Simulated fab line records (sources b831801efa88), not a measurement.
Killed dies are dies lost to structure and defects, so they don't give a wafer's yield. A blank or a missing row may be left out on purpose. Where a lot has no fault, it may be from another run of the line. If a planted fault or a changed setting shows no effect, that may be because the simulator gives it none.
What tool caused it?	flow sky130	15 lots with 43 wafers sampled at 5 steps, on a route of 708 steps

WHAT EACH GAUGE READ, for each wafer
SKY_VT_ADJUST_LVTN_TW_MEAS_10. Usual: VT_ADJUST_LVTN_TW gives 243.0 (standard deviation 1.9).
lot	measured	on	VT_ADJUST_LVTN_TW	flag
L413	day 7 22:23	filmMetro-01	243.8 243.2 242.2	
L412	day 7 22:38	filmMetro-01	243.1 242.7 243.7	
L415	day 8 14:42	filmMetro-01	243.8 243.1 243.6	
L414	day 8 17:44	filmMetro-02	241.1 241.4 240.8	
L416	day 9 05:35	filmMetro-02	240.4 240.5 239.9	
L417	day 9 05:32	filmMetro-04	244.3 245.5 244.4	
L418	day 9 17:14	filmMetro-02	240.5 240.4 240.4	
L419	day 9 18:14	filmMetro-01	244.5 245.6 245.7	
L421	day 10 00:04	filmMetro-02	241.8 240.4 241.8	
L420	day 10 02:36	filmMetro-02	241.3 241.4 240.8	
L427	day 10 23:35	filmMetro-04	247.6 247.0	
L428	day 11 08:42	filmMetro-01	242.6 243.6 244.3	
L429	day 11 19:07	filmMetro-04	246.8 245.3	
L430	day 12 00:50	filmMetro-01	243.3 244.3 245.7	
L435	day 13 07:02	filmMetro-01	244.3 242.4 244.2	

SKY_VT_ADJUST_HVTR_CD_MEAS_07: the cd target is 380 nm. Usual: 380.0 nm for cdNm, sd 3.
lot	measured	on	cdNm (nm)	flag
L413	day 10 15:18	cdSem-01	381.6 381.6 379.6	
L412	day 10 16:15	cdSem-01	381.0 380.9 382.3	
L415	day 11 09:43	cdSem-02	377.3 379.5 376.6	
L414	day 11 12:21	cdSem-02	375.2 374.4 374.8	
L416	day 12 01:44	cdSem-01	378.3 381.8 377.9	
L417	day 12 01:08	cdSem-02	375.2 373.7 373.3	
L418	day 12 14:03	cdSem-02	377.1 375.7 375.2	
L419	day 12 14:23	cdSem-02	384.5 383.2 381.9	
L421	day 12 22:29	cdSem-01	378.0 381.0 379.8	
L420	day 13 01:31	cdSem-01	382.5 381.8 382.9	
L427	day 14 01:20	cdSem-02	379.4 379.3	
L428	day 14 12:22	cdSem-02	381.5 381.2 383.4	
L429	day 14 23:15	cdSem-01	380.1 381.8	
L430	day 15 04:29	cdSem-01	379.0 378.9 379.5	
L435	day 16 15:27	cdSem-01	383.3 381.6 380.9	

WHAT TOOL EACH LOT RAN ON (gives the tool, then ch and the chambers of the sampled wafers, and finally the start)
lot	SKY_NWELL_COAT_05	SKY_NWELL_STRIP_14	SKY_VT_ADJUST_HVTP_STRIP_10
L413	lithoTrack-01 ch 0, day 5 01:48	plasmaAsher-01 ch 0,1, day 5 10:41	plasmaAsher-03 ch 1, day 7 01:15
L412	lithoTrack-01 ch 0, day 5 02:27	plasmaAsher-03 ch 0,1, day 5 11:23	plasmaAsher-04 ch 0, day 7 02:09
L415	lithoTrack-01 ch 0, day 5 15:41	plasmaAsher-03 ch 0,1, day 6 01:17	plasmaAsher-03 ch 0,1, day 7 17:45
L414	lithoTrack-03 ch 0, day 5 16:18	plasmaAsher-03 ch 1, day 6 02:17	plasmaAsher-02 ch 0,1, day 7 19:48
L416	lithoTrack-04 ch 0, day 6 03:03	plasmaAsher-03 ch 0,1, day 6 13:32	plasmaAsher-03 ch 0,1, day 8 07:28
L417	lithoTrack-01 ch 0, day 6 03:03	plasmaAsher-01 ch 0,1, day 6 13:50	plasmaAsher-02 ch 0,1, day 8 08:06
L418	lithoTrack-03 ch 0, day 6 14:39	plasmaAsher-03 ch 0,1, day 7 00:50	plasmaAsher-03 ch 0,1, day 8 19:36
L419	lithoTrack-04 ch 0, day 6 14:39	plasmaAsher-01 ch 0, day 7 01:11	plasmaAsher-02 ch 0,1, day 8 19:39
L421	lithoTrack-04 ch 0, day 6 21:06	plasmaAsher-04 ch 0,1, day 7 08:04	plasmaAsher-02 ch 0,1, day 9 02:11
L420	lithoTrack-01 ch 0, day 6 22:20	plasmaAsher-03 ch 0,1, day 7 08:56	plasmaAsher-04 ch 0,1, day 9 04:10
L427	lithoTrack-01 ch 0, day 7 17:51	plasmaAsher-04 ch 0,1, day 8 04:36	plasmaAsher-03 ch 0,1, day 10 00:41
L428	lithoTrack-01 ch 0, day 8 02:08	plasmaAsher-03 ch 0,1, day 8 13:38	plasmaAsher-04 ch 0, day 10 09:06
L429	lithoTrack-01 ch 0, day 8 11:38	plasmaAsher-01 ch 0,1, day 8 22:16	plasmaAsher-02 ch 0, day 10 19:32
L430	lithoTrack-03 ch 0, day 8 15:59	plasmaAsher-04 ch 0,1, day 9 03:44	plasmaAsher-04 ch 1, day 11 01:27
L435	lithoTrack-03 ch 0, day 9 18:20	plasmaAsher-04 ch 0,1, day 10 06:41	plasmaAsher-04 ch 0,1, day 12 05:49
- SKY_NWELL_COAT_05: resist thk 3000 nm.
- SKY_NWELL_STRIP_14: strips in O2/N2.
- SKY_VT_ADJUST_HVTP_STRIP_10: strips in O2/N2.

AS READ BY THE TOOLS THEMSELVES (means over the sampled wafers that have a number; for cases with no such wafer, the mark the record gives instead)
SKY_NWELL_STRIP_14. Usual: drypumpMotorCurrentA 5.7 A, standard deviation 0.41; o2FlowSccm 2999 sccm, standard deviation 9.2; oesProductAu 0.722 a.u., standard deviation 0.0048; stripTimeToEndpointS 37.00 s, standard deviation 0.13.
lot	tool	drypumpMotorCurrentA (A)	o2FlowSccm (sccm)	oesProductAu (a.u.)	stripTimeToEndpointS (s)	flag
L413	plasmaAsher-01	5.9	2998	0.718	36.95	
L412	plasmaAsher-03	5.8	2994	0.725	37.14	
L415	plasmaAsher-03	6.0	2997	0.725	37.12	
L414	plasmaAsher-03	5.6	3005	0.722	36.91	
L416	plasmaAsher-03	5.8	3002	0.723	36.82	
L417	plasmaAsher-01	5.9	2999	0.721	37.05	
L418	plasmaAsher-03	6.0	3002	0.722	36.92	
L419	plasmaAsher-01	5.3	2988	0.724	36.94	
L421	plasmaAsher-04	5.5	2996	0.726	36.89	
L420	plasmaAsher-03	5.8	3005	0.720	37.14	
L427	plasmaAsher-04	5.6	2993	0.722	27.70	OFF
L428	plasmaAsher-03	5.8	3010	0.717	24.47	OFF
L429	plasmaAsher-01	5.8	2998	0.715	27.55	OFF
L430	plasmaAsher-04	5.5	2989	0.723	36.85	
L435	plasmaAsher-04	5.5	2992	0.719	36.85	

SKY_VT_ADJUST_HVTP_STRIP_10. Usual: drypumpMotorCurrentA 5.6 A, standard deviation 0.46; o2FlowSccm 3000 sccm, standard deviation 8; oesProductAu 0.715 a.u., standard deviation 0.0046; stripTimeToEndpointS 14.17 s, standard deviation 0.047.
lot	tool	drypumpMotorCurrentA (A)	o2FlowSccm (sccm)	oesProductAu (a.u.)	stripTimeToEndpointS (s)	flag
L413	plasmaAsher-03	5.6	3004	0.716	14.21	
L412	plasmaAsher-04	5.2	3000	0.713	14.23	
L415	plasmaAsher-03	6.0	2997	0.714	14.16	
L414	plasmaAsher-02	5.2	3000	0.718	14.15	
L416	plasmaAsher-03	5.9	3011	0.720	14.16	
L417	plasmaAsher-02	5.5	2999	0.713	14.16	
L418	plasmaAsher-03	5.9	2996	0.717	14.24	
L419	plasmaAsher-02	5.1	3004	0.716	14.11	
L421	plasmaAsher-02	5.5	3000	0.719	14.22	
L420	plasmaAsher-04	5.7	3004	0.718	14.20	
L427	plasmaAsher-03	5.9	3004	0.714	14.12	
L428	plasmaAsher-04	5.2	2993	0.715	14.16	
L429	plasmaAsher-02	4.8	2990	0.716	14.18	
L430	plasmaAsher-04	6.0	3001	0.717	14.15	
L435	plasmaAsher-04	5.7	3004	0.717	14.17	

THE ANSWER, worked out from the rows above alone
Rule: take the mean of a lot's wafers that have a number; if it is more than 3 standard deviations from the usual mean, the lot is off. A lot without any number at a reading at which 4 lots or more have one is off too. Any other lot the step has rows for is counted as sound. After the gauges, taken in route order, come the tools' own readings; for these a lot's mean is taken, as printed above. The first step at which some lot is off is used, and at that step the reading that is off furthest; a lot without a number counts as furthest.
Off at SKY_NWELL_STRIP_14 (stripTimeToEndpointS): L427, L428, L429.
If a tool, at that step or one of the process steps before it, ran each lot that is off and ran no sound lot following the first of them, it fits. One fits: SKY_NWELL_COAT_05 on lithoTrack-01. A fault onset in the window from L420 (day 6 22:20, its last sound lot) to L427 (day 7 17:51, its first lot off) fits.

WHAT THE SIMULATOR HAD INSERTED
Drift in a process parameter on lithoTrack-01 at SKY_NWELL_COAT_05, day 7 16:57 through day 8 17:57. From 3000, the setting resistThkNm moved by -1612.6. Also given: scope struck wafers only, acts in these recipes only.
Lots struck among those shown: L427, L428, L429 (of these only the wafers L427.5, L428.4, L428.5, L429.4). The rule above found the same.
